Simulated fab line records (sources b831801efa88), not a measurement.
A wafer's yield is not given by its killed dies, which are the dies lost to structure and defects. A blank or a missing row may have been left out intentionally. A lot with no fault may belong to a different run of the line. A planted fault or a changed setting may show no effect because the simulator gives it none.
Which tool did it?	flow sfq-line	6 lots, 18 wafers sampled, at 2 steps of a route of 325

WHAT EACH GAUGE READ, for each wafer
SFQ_R5_OVL_MEAS_935.
lot	measured	on	R5_OVL (nm)
L401	day 61 12:35	overlay-02	-2 -3 0
L403	day 62 01:47	overlay-01	-2 -9 -5
L411	day 69 05:41	overlay-01	-6 -14 -10
L418	day 70 02:26	overlay-01	-2 -7 -4
L420	day 71 01:59	overlay-02	-4 2 -1
L422	day 71 04:23	overlay-02	1 4 6

WHAT TOOL EACH LOT RAN ON (gives the tool, then ch and the chambers of the sampled wafers, and finally the start)
lot	SFQ_TRILAYER_M1_STRIP_STRIP_043
L401	rie-metal-03 ch 1, day 18 04:17
L403	rie-metal-02 ch 0,1, day 19 00:57
L411	rie-metal-03 ch 0,1, day 22 07:02
L418	rie-metal-04 ch 0,1, day 31 00:13
L420	rie-metal-02 ch 0,1, day 32 04:57
L422	rie-metal-03 ch 1, day 32 15:16
- SFQ_TRILAYER_M1_STRIP_STRIP_043: strips in O2.

THE ANSWER, worked out from the rows above alone
Rule: what is usual is taken from the lots themselves. The widest of any qualifying gaps counts: lots, ordered by their means at a reading, are off when they make up no more than a third of the lots, leave a main group of 4 or more, and stand apart from it by 3 or more times the standard deviation of that group's means. The tables above print the reading to a certain number of digits; a main group whose means all agree to those digits is not used. Also off: a lot with no number at a reading for which 4 or more lots have one. The other lots that the step has rows for count as sound.
Nothing can be told from this: no lot is off at any reading shown.

WHAT THE SIMULATOR HAD INSERTED
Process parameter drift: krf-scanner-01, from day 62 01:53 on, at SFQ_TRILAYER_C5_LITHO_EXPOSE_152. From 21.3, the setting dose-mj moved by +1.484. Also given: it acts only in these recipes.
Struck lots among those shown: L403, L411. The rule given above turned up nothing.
